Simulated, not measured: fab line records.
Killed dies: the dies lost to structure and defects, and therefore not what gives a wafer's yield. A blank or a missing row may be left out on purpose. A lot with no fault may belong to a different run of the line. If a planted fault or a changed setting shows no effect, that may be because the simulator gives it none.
Tool commonality check + flow sky130 + Sample size 14 lots and 48 wafers

## REASON FOR OPENING
Of 14 lots, 2 have the reading LDD_LDN_TW flagged at SKY_LDD_LDN_TW_MEAS_13. Fault-free wafers read 1479, with a standard deviation of 8.4.
Rule: a lot is flagged when every wafer of it that has a number lies more than 4 standard deviations from that mean, or none has a number. The rest of the lots are taken to be sound.

| lot  | measured     | on           | LDD_LDN_TW, wafer by wafer    | flag    |
|------|--------------|--------------|-------------------------------|---------|
| L203 | day 23 00:08 | filmMetro-03 | 1465 1472 1471                |         |
| L204 | day 23 09:59 | filmMetro-04 | 1480 1483 1489                |         |
| L205 | day 23 19:52 | filmMetro-03 | 1462 1470 1468                |         |
| L208 | day 24 08:26 | filmMetro-04 | 1480 1484 1493                |         |
| L207 | day 24 12:08 | filmMetro-03 | 1463 1470 1470                |         |
| L209 | day 25 06:38 | filmMetro-02 | 1483 1492 1480                |         |
| L213 | day 26 12:56 | filmMetro-04 | 1481 1484 1488                |         |
| L216 | day 27 13:20 | filmMetro-04 | 1348 1358 1356 1356 1364 1367 | FLAGGED |
| L217 | day 27 23:35 | filmMetro-03 | 1353 1356 1346 1349 1356 1351 | FLAGGED |
| L218 | day 28 05:41 | filmMetro-04 | 1488 1489 1489                |         |
| L219 | day 28 10:31 | filmMetro-02 | 1501 1485 1486                |         |
| L221 | day 29 06:29 | filmMetro-04 | 1483 1477 1476                |         |
| L225 | day 30 09:16 | filmMetro-02 | 1485 1475 1468                |         |
| L226 | day 30 14:29 | filmMetro-04 | 1486 1481 1472                |         |
The mean of the flagged lots' numbers is 1355, -124 from the usual (-15 standard deviations).

## WHICH TOOL RAN EACH LOT
The record keeps 1 process step preceding the reading, out of 708 steps on the route. Read each cell as the tool, then ch plus the chambers that the sampled wafers visited, then the start.
| lot  | flag    | SKY_LDD_LDN_IMPLANT_10          |
|------|---------|---------------------------------|
| L203 |         | implanter-03 ch 0, day 22 23:46 |
| L204 |         | implanter-01 ch 0, day 23 09:37 |
| L205 |         | implanter-03 ch 0, day 23 19:28 |
| L208 |         | implanter-01 ch 0, day 24 08:03 |
| L207 |         | implanter-02 ch 0, day 24 11:46 |
| L209 |         | implanter-03 ch 0, day 25 06:16 |
| L213 |         | implanter-02 ch 0, day 26 12:32 |
| L216 | FLAGGED | implanter-03, day 27 12:56      |
| L217 | FLAGGED | implanter-01, day 27 23:13      |
| L218 |         | implanter-02 ch 0, day 28 05:18 |
| L219 |         | implanter-02 ch 0, day 28 10:07 |
| L221 |         | implanter-03 ch 0, day 29 06:06 |
| L225 |         | implanter-03 ch 0, day 30 08:52 |
| L226 |         | implanter-02 ch 0, day 30 14:07 |
What these steps do:
- SKY_LDD_LDN_IMPLANT_10
- SKY_LDD_LDN_TW_MEAS_13

## FLAGGED AGAINST TOTAL, ONE TOOL AT A TIME (gauges that did the reading follow at the end)
| step                   | tool         | lots run | flagged | share of the flagged lots | sound lots run after its first flagged lot |
|------------------------|--------------|----------|---------|---------------------------|--------------------------------------------|
| SKY_LDD_LDN_IMPLANT_10 | implanter-01 | 3        | 1       | some                      | 0                                          |
| SKY_LDD_LDN_IMPLANT_10 | implanter-02 | 5        | 0       | none                      | -                                          |
| SKY_LDD_LDN_IMPLANT_10 | implanter-03 | 6        | 1       | some                      | 2 (L221,L225)                              |
| SKY_LDD_LDN_TW_MEAS_13 | filmMetro-02 | 3        | 0       | none                      | -                                          |
| SKY_LDD_LDN_TW_MEAS_13 | filmMetro-03 | 4        | 1       | some                      | 0                                          |
| SKY_LDD_LDN_TW_MEAS_13 | filmMetro-04 | 7        | 1       | some                      | 3 (L218,L221,L226)                         |

## WHAT THE TABLE PERMITS
No row of the table ran every flagged lot.

## WHAT THE SIMULATOR HAD INSERTED
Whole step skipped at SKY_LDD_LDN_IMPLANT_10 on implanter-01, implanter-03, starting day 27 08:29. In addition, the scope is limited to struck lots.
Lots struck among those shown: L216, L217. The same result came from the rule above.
